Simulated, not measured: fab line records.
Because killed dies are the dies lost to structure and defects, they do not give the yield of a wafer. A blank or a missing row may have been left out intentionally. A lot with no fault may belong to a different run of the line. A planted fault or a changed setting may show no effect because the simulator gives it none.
fab line records ; flow sky130
[record] lots = 10; wafers = 30; last-day = 50
route steps=708 shown LOCAL_INTERCONNECT@387 VIA1@472 METAL2@499
lots that met no fault: from a run of the same line without faults
start-h: the number of hours between the record's first day and the start of the first shown wafer of the lot ; wait-h: time in hours since the lot's previous step ; " the same as in the row above ; L1.1+2: a row that stands for several wafers ; - no value present, or no start provided ; * or withheld: withheld ; < > ~ a bound
route shown NAME@n: names a module that has steps shown in the file, with the first one's number in the route ; usual: mean/standard deviation of fault-free wafers ; same: alike in all rows ; chamber/n: place in a boat ; sites: per-site readings ; _std_site: how widely they spread, as a standard deviation ; _edge_site: the outer-site mean with the inner-site mean subtracted ; radius-mm: for every site, how far away it sits from the centre of the wafer ; mask NAME#n: copy n ; behind: tool/chamber where the wafer was last shaped ; hold: cause of the lot's hold/its duration in hours/its outcome ; device: which transistor (n, p or np) failed to switch ; end of line: at the end of the route, the tests of the same wafers ; a step with no rows: only its recipe ; killed: the dies lost at the first sort to structure and to defects; this is not the yield of the wafer ; map: shows each die of a wafer: x if killed, . if not, _ if none is there
set.NAME: the setting that was run; set.NAME@STEP: the one run at that earlier step ; model.NAME: the simulator's own value behind a step, which no gauge read
route steps across a sampled set of lots; one table per step, one row per wafer
services: a tool's chamber out of use, with start hour (start-h, from the record's first day; less than 0 if before it), hours out, and reason
[[steps]]
[step SKY_LOCAL_INTERCONNECT_SPUTTER_00]
[recipe] material = TiN; target-thk-nm = 100; temp-c = 300; power-w = 6500; time-s = 83.3; chamber-pressure-pa = 0.4
[usual] throttle-valve-pct = 30.5/0.99
lot.wafer;tool;chamber;start-h;wait-h;throttle-valve-pct
L222.3;pvd-sputter-02;-;696.98;0.2;31.7
L222.4;pvd-sputter-02;-;696.98;0.2;31.3
L222.5;pvd-sputter-02;-;696.98;0.2;29.3
L223.2;pvd-sputter-01;-;702.67;0.1;30.5
L223.3;pvd-sputter-01;-;702.67;0.1;30.9
L223.5;pvd-sputter-01;-;702.67;0.1;30.3
L224.4;pvd-sputter-01;-;716.75;0.1;30.6
L224.5;pvd-sputter-01;-;716.75;0.1;29.2
L224.6;pvd-sputter-01;-;716.75;0.1;31.1
L227.1;pvd-sputter-02;-;725.27;0.1;31.6
L227.3;pvd-sputter-02;-;725.27;0.1;32.0
L227.6;pvd-sputter-02;-;725.27;0.1;29.1
L229.1;pvd-sputter-01;-;741.02;0.2;30.8
L229.4;pvd-sputter-01;-;741.02;0.2;30.9
L229.6;pvd-sputter-01;-;741.02;0.2;29.5
L232.3;pvd-sputter-01;-;764.07;0.1;30.2
L232.4;pvd-sputter-01;-;764.07;0.1;30.9
L232.6;pvd-sputter-01;-;764.07;0.1;29.9
L233.1;pvd-sputter-01;-;770.40;0.2;30.3
L233.2;pvd-sputter-01;-;770.40;0.2;31.0
L233.3;pvd-sputter-01;-;770.40;0.2;30.5
L242.2;pvd-sputter-03;-;832.52;0.2;30.1
L242.5;pvd-sputter-03;-;832.52;0.2;28.5
L242.6;pvd-sputter-03;-;832.52;0.2;30.3
L243.2;pvd-sputter-03;-;848.26;0.2;30.4
L243.4;pvd-sputter-03;-;848.26;0.2;30.9
L243.5;pvd-sputter-03;-;848.26;0.2;30.8
L245.1;pvd-sputter-03;-;855.52;0.2;30.7
L245.3;pvd-sputter-03;-;855.52;0.2;30.4
L245.5;pvd-sputter-03;-;855.52;0.2;30.4
[step SKY_LOCAL_INTERCONNECT_RS_MEAS_01]
[recipe] thk-meas-gauge = four-point-probe; reads = TiN_of_LOCAL_INTERCONNECT_SPUTTER_00
[usual] LOCAL_INTERCONNECT_TIN_RS = 14.18/0.23
lot.wafer;tool;chamber;start-h;wait-h;LOCAL_INTERCONNECT_TIN_RS[ohm/sq]
L222.3;film-metro-04;-;697.09;0.1;14.10
L222.4;film-metro-04;-;697.09;0.1;14.03
L222.5;film-metro-04;-;697.09;0.1;14.21
L223.2;film-metro-01;-;702.76;0.1;14.14
L223.3;film-metro-01;-;702.76;0.1;14.29
L223.5;film-metro-01;-;702.76;0.1;14.26
L224.4;film-metro-01;-;716.87;0.1;13.96
L224.5;film-metro-01;-;716.87;0.1;13.73
L224.6;film-metro-01;-;716.87;0.1;14.00
L227.1;film-metro-01;-;725.34;0.0;14.45
L227.3;film-metro-01;-;725.34;0.0;14.35
L227.6;film-metro-01;-;725.34;0.0;14.80
L229.1;film-metro-01;-;741.09;0.0;14.23
L229.4;film-metro-01;-;741.09;0.0;14.36
L229.6;film-metro-01;-;741.09;0.0;13.91
L232.3;film-metro-01;-;764.18;0.1;14.13
L232.4;film-metro-01;-;764.18;0.1;17.66
L232.6;film-metro-01;-;764.18;0.1;14.08
L233.1;film-metro-02;-;770.47;0.0;14.30
L233.2;film-metro-02;-;770.47;0.0;18.00
L233.3;film-metro-02;-;770.47;0.0;13.92
L242.2;film-metro-04;-;832.61;0.1;14.43
L242.5;film-metro-04;-;832.61;0.1;14.38
L242.6;film-metro-04;-;832.61;0.1;14.44
L243.2;film-metro-02;-;848.34;0.1;14.39
L243.4;film-metro-02;-;848.34;0.1;14.15
L243.5;film-metro-02;-;848.34;0.1;14.17
L245.1;film-metro-04;-;855.59;0.0;13.99
L245.3;film-metro-04;-;855.59;0.0;14.23
L245.5;film-metro-04;-;855.59;0.0;14.34
[step SKY_LOCAL_INTERCONNECT_THK_MEAS_02]
[recipe] thk-meas-gauge = xrf; reads = TiN_of_LOCAL_INTERCONNECT_SPUTTER_00
[usual] LOCAL_INTERCONNECT_TIN_THK = 99.8/1.6
lot.wafer;tool;chamber;start-h;wait-h;LOCAL_INTERCONNECT_TIN_THK[nm]
L222.3;film-metro-04;-;697.19;0.1;101.1
L222.4;film-metro-04;-;697.19;0.1;101.4
L222.5;film-metro-04;-;697.19;0.1;99.5
L223.2;film-metro-01;-;702.87;0.1;100.4
L223.3;film-metro-01;-;702.87;0.1;99.2
L223.5;film-metro-01;-;702.87;0.1;98.9
L224.4;film-metro-01;-;716.96;0.1;101.6
L224.5;film-metro-01;-;716.96;0.1;102.9
L224.6;film-metro-01;-;716.96;0.1;100.8
L227.1;film-metro-01;-;725.46;0.1;96.9
L227.3;film-metro-01;-;725.46;0.1;98.5
L227.6;film-metro-01;-;725.46;0.1;95.4
L229.1;film-metro-01;-;741.21;0.1;99.1
L229.4;film-metro-01;-;741.21;0.1;98.6
L229.6;film-metro-01;-;741.21;0.1;101.3
L232.3;film-metro-01;-;764.28;0.1;99.8
L232.4;film-metro-01;-;764.28;0.1;80.9
L232.6;film-metro-01;-;764.28;0.1;100.2
L233.1;film-metro-02;-;770.59;0.1;99.2
L233.2;film-metro-02;-;770.59;0.1;79.2
L233.3;film-metro-02;-;770.59;0.1;101.6
L242.2;film-metro-04;-;832.72;0.1;97.7
L242.5;film-metro-04;-;832.72;0.1;98.8
L242.6;film-metro-04;-;832.72;0.1;98.2
L243.2;film-metro-02;-;848.45;0.1;98.5
L243.4;film-metro-02;-;848.45;0.1;100.1
L243.5;film-metro-02;-;848.45;0.1;100.5
L245.1;film-metro-04;-;855.71;0.1;100.9
L245.3;film-metro-04;-;855.71;0.1;99.3
L245.5;film-metro-04;-;855.71;0.1;98.9
[step SKY_LOCAL_INTERCONNECT_METAL_ETCH_14]
[recipe] target-depth-nm = 110; stop-on = PSG; chemistry = Cl2/BCl3; target = TiN; resist-sidewall-deg = 88; pressure-mtorr = 10; icp-w = 900; bias-w = 48.5; Cl2_flow_sccm = 60; bcl3-flow-sccm = 30; time-s = 31.4
[usual] bias-w = 48.49/0.16; drypump-motor-current-A = 5.7/0.5; oes-product-au = 0.941/0.01; throttle-valve-pct = 21.902/0.011
lot.wafer;tool;chamber;start-h;wait-h;bias-w;drypump-motor-current-A;oes-product-au;rf-hours-counter-h;throttle-valve-pct
L222.3;rie-metal-02;1;725.75;0.1;48.21;5.8;0.947;-;21.886
L222.4;rie-metal-02;1;725.75;0.1;48.19;5.8;0.946;-;21.888
L222.5;rie-metal-02;1;725.75;0.1;48.43;5.8;0.944;-;21.908
L223.2;rie-metal-02;1;731.10;0.1;48.43;5.8;0.940;-;21.907
L223.3;rie-metal-02;1;731.10;0.1;48.35;5.8;0.927;-;21.913
L223.5;rie-metal-02;1;731.10;0.1;48.61;5.9;0.937;-;21.909
L224.4;rie-metal-04;0;744.52;0.0;48.18;4.8;0.950;-;21.917
L224.5;rie-metal-04;1;744.52;0.0;48.71;5.9;0.961;-;21.899
L224.6;rie-metal-04;0;744.52;0.0;48.38;4.8;0.950;-;21.887
L227.1;rie-metal-02;0;753.12;0.0;48.37;6.2;0.925;0;21.907
L227.3;rie-metal-02;1;753.12;0.0;48.48;5.8;0.933;-;21.908
L227.6;rie-metal-02;0;753.12;0.0;48.23;6.2;0.915;-;21.918
L229.1;rie-metal-02;0;769.06;0.0;48.54;6.3;0.941;1;21.913
L229.4;rie-metal-02;0;769.06;0.0;48.66;6.3;0.926;-;21.905
L229.6;rie-metal-02;0;769.06;0.0;48.47;6.2;0.950;-;21.886
L232.3;rie-metal-01;0;791.52;0.0;48.41;5.1;0.936;-;21.910
L232.4;rie-metal-01;1;791.52;0.0;48.48;5.9;0.835;-;21.960
L232.6;rie-metal-01;1;791.52;0.0;48.46;5.9;0.944;-;21.900
L233.1;rie-metal-04;1;797.37;0.0;48.69;5.8;0.946;12;21.914
L233.2;rie-metal-04;0;797.37;0.0;48.48;4.8;0.826;9;21.978
L233.3;rie-metal-04;1;797.37;0.0;48.56;5.8;0.950;-;21.901
L242.2;rie-metal-04;1;859.07;0.0;48.56;5.8;0.928;14;21.901
L242.5;rie-metal-04;0;859.07;0.0;48.38;4.8;0.931;-;21.894
L242.6;rie-metal-04;1;859.07;0.0;48.51;5.8;0.937;-;21.901
L243.2;rie-metal-04;0;875.77;0.0;48.61;4.8;0.935;13;21.902
L243.4;rie-metal-04;1;875.77;0.0;48.54;5.8;0.940;-;21.915
L243.5;rie-metal-04;0;875.77;0.0;48.74;4.8;0.941;-;21.893
L245.1;rie-metal-02;0;882.46;0.0;48.64;6.2;0.952;6;21.899
L245.3;rie-metal-02;1;882.46;0.0;48.32;5.9;0.942;-;21.911
L245.5;rie-metal-02;1;882.46;0.0;48.55;5.9;0.939;-;21.903
[step SKY_VIA1_ETCH_14]
[recipe] chemistry = N2/H2; target = BARC; ion-energy-ev = 200; source-w = 500; bias-w = 100; pressure-mtorr = 30; n2-flow-sccm = 100; h2-flow-sccm = 200; stop-on = SiO2; time-s = 45.9; target-depth-a = 600
[usual] bias-w = 100.0/0.34; drypump-motor-current-A = 5.7/0.47; n2-flow-sccm = 100.0/0.32; oes-product-au = 0.855/0.0044; throttle-valve-pct = 13.224/0.0093
lot.wafer;tool;chamber;start-h;wait-h;bias-w;drypump-motor-current-A;n2-flow-sccm;oes-product-au;rf-hours-counter-h;throttle-valve-pct
L222.3;rie-diel-04;1;809.86;0.0;100.2;5.7;99.6;0.860;4;13.230
L222.4;rie-diel-04;3;809.86;0.0;99.8;6.1;100.1;0.850;27;13.215
L222.5;rie-diel-04;0;809.86;0.0;99.6;5.1;100.0;0.862;-;13.246
L223.2;rie-diel-02;0;818.11;0.0;99.9;6.6;100.1;0.850;22;13.224
L223.3;rie-diel-02;2;818.11;0.0;99.6;5.5;99.9;0.859;14;13.219
L223.5;rie-diel-02;0;818.11;0.0;99.7;6.5;99.8;0.861;-;13.217
L224.4;rie-diel-04;0;829.23;0.0;100.2;5.1;100.2;0.853;-;13.225
L224.5;rie-diel-04;1;829.23;0.0;100.1;5.7;100.0;0.859;-;13.226
L224.6;rie-diel-04;2;829.23;0.0;99.9;6.3;100.1;0.853;-;13.229
L227.1;rie-diel-04;1;837.52;0.0;100.2;5.7;100.0;0.853;5;13.228
L227.3;rie-diel-04;3;837.52;0.0;99.5;6.1;100.0;0.852;27;13.226
L227.6;rie-diel-04;0;837.52;0.0;100.0;5.1;99.9;0.849;-;13.219
L229.1;rie-diel-02;3;852.12;0.0;100.5;5.2;99.5;0.853;1;13.227
L229.4;rie-diel-02;2;852.12;0.0;100.1;5.5;100.3;0.862;15;13.220
L229.6;rie-diel-02;2;852.12;0.0;99.9;5.5;100.6;0.856;-;13.211
L232.3;rie-diel-02;1;877.59;0.0;100.1;5.3;99.4;0.849;8;13.210
L232.4;rie-diel-02;2;877.59;0.0;100.1;5.5;99.5;0.859;16;13.206
L232.6;rie-diel-02;3;877.59;0.0;100.7;5.2;99.8;0.859;-;13.222
L233.1;rie-diel-01;3;881.09;0.0;99.6;5.8;99.9;0.854;5;13.246
L233.2;rie-diel-01;1;881.09;0.0;100.0;5.7;100.6;0.850;24;13.236
L233.3;rie-diel-01;0;881.09;0.0;100.0;6.2;99.9;0.854;12;13.206
L242.2;rie-diel-01;3;939.72;0.0;99.7;5.8;100.6;0.857;7;13.220
L242.5;rie-diel-01;1;939.72;0.0;99.7;5.8;99.9;0.854;-;13.227
L242.6;rie-diel-01;0;939.72;0.0;100.3;6.2;100.5;0.854;-;13.232
L243.2;rie-diel-04;2;956.04;0.0;100.5;6.3;99.8;0.857;18;13.213
L243.4;rie-diel-04;1;956.04;0.0;100.2;5.7;100.0;0.852;9;13.228
L243.5;rie-diel-04;2;956.04;0.0;100.3;6.3;99.7;0.855;-;13.210
L245.1;rie-diel-02;0;961.42;0.0;100.0;6.5;100.0;0.843;2;13.260
L245.3;rie-diel-02;1;961.42;0.0;100.6;5.3;99.7;0.859;10;13.229
L245.5;rie-diel-02;1;961.42;0.0;100.1;5.3;99.9;0.856;-;13.224
[step SKY_METAL2_OVL_MEAS_16]
[usual] METAL2_OVL = 0/5.4
lot.wafer;tool;chamber;start-h;wait-h;METAL2_OVL[nm]
L222.3;overlay-02;-;838.02;0.1;-5
L222.4;overlay-02;-;838.02;0.1;3
L222.5;overlay-02;-;838.02;0.1;-5
L223.2;overlay-02;-;846.71;0.1;-2
L223.3;overlay-02;-;846.71;0.1;-6
L223.5;overlay-02;-;846.71;0.1;-4
L224.4;overlay-01;-;858.02;0.1;14
L224.5;overlay-01;-;858.02;0.1;7
L224.6;overlay-01;-;858.02;0.1;12
L227.1;overlay-01;-;865.26;0.1;3
L227.3;overlay-01;-;865.26;0.1;-10
L227.6;overlay-01;-;865.26;0.1;-1
L229.1;overlay-01;-;880.60;0.1;0
L229.4;overlay-01;-;880.60;0.1;1
L229.6;overlay-01;-;880.60;0.1;9
L232.3;overlay-01;-;904.59;0.1;1
L232.4;overlay-01;-;904.59;0.1;4
L232.6;overlay-01;-;904.59;0.1;-3
L233.1;overlay-02;-;907.91;0.1;1
L233.2;overlay-02;-;907.91;0.1;13
L233.3;overlay-02;-;907.91;0.1;1
L242.2;overlay-02;-;965.86;0.1;-8
L242.5;overlay-02;-;965.86;0.1;-2
L242.6;overlay-02;-;965.86;0.1;-9
L243.2;overlay-02;-;981.31;0.1;-3
L243.4;overlay-02;-;981.31;0.1;-5
L243.5;overlay-02;-;981.31;0.1;-5
L245.1;overlay-01;-;987.12;0.1;-4
L245.3;overlay-01;-;987.12;0.1;1
L245.5;overlay-01;-;987.12;0.1;-2
[step SKY_METAL2_METAL_ETCH_19]
[recipe] target-depth-a = 3600; stop-on = SiO2; over-etch-frac = 0.3; time-s = 78; chemistry = Cl2/BCl3; resist-sidewall-deg = 88; pressure-mtorr = 10; icp-w = 900; bias-w = 48.5; Cl2_flow_sccm = 60; bcl3-flow-sccm = 30
[usual] bias-w = 48.52/0.15; drypump-motor-current-A = 5.7/0.42; oes-product-au = 0.853/0.0057; throttle-valve-pct = 22.264/0.0091
lot.wafer;tool;chamber;start-h;wait-h;bias-w;drypump-motor-current-A;oes-product-au;rf-hours-counter-h;throttle-valve-pct
L222.3;rie-metal-03;0;838.17;0.1;48.31;5.2;0.856;-;22.246
L222.4;rie-metal-03;1;838.17;0.1;48.46;6.0;0.854;-;22.268
L222.5;rie-metal-03;0;838.17;0.1;48.46;5.2;0.847;-;22.261
L223.2;rie-metal-02;0;846.84;0.0;48.59;6.2;0.845;4;22.253
L223.3;rie-metal-02;0;846.84;0.0;48.50;6.2;0.845;-;22.274
L223.5;rie-metal-02;0;846.84;0.0;48.44;6.2;0.847;-;22.251
L224.4;rie-metal-03;0;858.16;0.1;48.36;5.2;0.849;-;22.265
L224.5;rie-metal-03;1;858.16;0.1;48.41;6.0;0.844;-;22.250
L224.6;rie-metal-03;0;858.16;0.1;48.36;5.3;0.854;-;22.262
L227.1;rie-metal-02;1;865.39;0.0;48.36;5.8;0.859;13;22.272
L227.3;rie-metal-02;0;865.39;0.0;48.54;6.2;0.855;-;22.270
L227.6;rie-metal-02;1;865.39;0.0;48.54;5.8;0.854;-;22.280
L229.1;rie-metal-01;1;880.73;0.0;48.32;5.9;0.858;13;22.283
L229.4;rie-metal-01;0;880.73;0.0;48.44;5.1;0.855;-;22.271
L229.6;rie-metal-01;1;880.73;0.0;48.48;6.0;0.858;-;22.271
L232.3;rie-metal-01;0;904.73;0.1;48.33;5.1;0.849;-;22.259
L232.4;rie-metal-01;1;904.73;0.1;48.51;5.9;0.857;-;22.252
L232.6;rie-metal-01;1;904.73;0.1;48.51;5.9;0.851;-;22.265
L233.1;rie-metal-03;1;908.04;0.0;48.56;6.0;0.844;5;22.258
L233.2;rie-metal-03;0;908.04;0.0;48.67;5.3;0.857;0;22.262
L233.3;rie-metal-03;0;908.04;0.0;48.44;5.3;0.858;-;22.256
L242.2;rie-metal-02;1;965.98;0.0;48.42;5.8;0.857;18;22.256
L242.5;rie-metal-02;1;965.98;0.0;48.49;5.8;0.856;-;22.269
L242.6;rie-metal-02;0;965.98;0.0;48.76;6.3;0.848;-;22.264
L243.2;rie-metal-03;1;981.44;0.0;48.23;6.0;0.852;8;22.246
L243.4;rie-metal-03;0;981.44;0.0;48.44;5.2;0.853;-;22.251
L243.5;rie-metal-03;1;981.44;0.0;48.29;6.0;0.844;-;22.256
L245.1;rie-metal-02;0;987.26;0.0;48.47;6.3;0.843;11;22.253
L245.3;rie-metal-02;1;987.26;0.0;48.50;5.8;0.850;-;22.261
L245.5;rie-metal-02;1;987.26;0.0;48.80;5.8;0.837;-;22.265
[[services]]
tool;chamber;start-h;hours;kind
rie-diel-02;2;682.18;26.2;repair
rie-metal-02;1;693.76;24.0;repair
pvd-sputter-01;-;702.99;6.2;repair
rie-diel-04;0;710.45;7.2;repair
pvd-sputter-01;-;738.66;0.6;repair
rie-metal-02;-;742.88;1.7;repair
rie-diel-02;2;759.63;2.4;repair
rie-metal-02;-;810.71;0.8;repair
rie-metal-02;-;812.68;0.4;repair
rie-diel-04;3;822.85;11.2;repair
pvd-sputter-01;-;831.23;8.0;repair
pvd-sputter-01;-;848.44;4.2;repair
pvd-sputter-01;-;852.78;1.3;repair
rie-diel-02;-;859.11;0.7;repair
rie-diel-04;-;870.51;0.1;repair
rie-diel-04;3;880.65;2.6;repair
rie-metal-02;1;882.80;4.5;repair
rie-metal-04;-;902.57;0.6;repair
rie-diel-04;0;913.52;3.4;repair
rie-diel-04;-;926.87;0.1;repair
rie-diel-02;0;938.22;9.7;repair
rie-diel-04;-;938.80;4.4;repair
pvd-sputter-01;-;948.52;2.6;repair
pvd-sputter-01;-;959.56;3.6;repair
[[key]]
[first-sign] step = SKY_LOCAL_INTERCONNECT_RS_MEAS_01; reading = LOCAL_INTERCONNECT_TIN_RS; direction = up; sigmas = 16; usual = 14.18; struck = 17.83
[effect] step = SKY_LOCAL_INTERCONNECT_THK_MEAS_02; reading = LOCAL_INTERCONNECT_TIN_THK; direction = down; sigmas = 12; usual = 99.8; struck = 80.0
[effect] step = SKY_LOCAL_INTERCONNECT_METAL_ETCH_14; reading = oes-product-au; direction = down; sigmas = 11; usual = 0.941; struck = 0.831
met-at SKY_LOCAL_INTERCONNECT_SPUTTER_00
struck-lots L232,L233
struck-wafers L232.4,L233.2
tester-left-out L232,L233
not-acting-at SKY_VIA1_ETCH_14,SKY_METAL2_OVL_MEAS_16,SKY_METAL2_METAL_ETCH_19
onset-between 741.02 764.07
[fault] kind = process-parameter-drift; tool = pvd-sputter-01; chamber = -; onset-h = 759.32; steps = SKY_LOCAL_INTERCONNECT_SPUTTER_00; channel = time-s; offset = *; shape = step; end-h = 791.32; acts-in = *; stated = *; scope = struck-wafers-only
// tester-left-out: of these lots the tester's yield and bins aren't shown, on N5 and GAA mostly nor the transistor test; their killed dies are dies lost to structure and defects alone, not to doping, threshold or leakage, so they don't give the yield
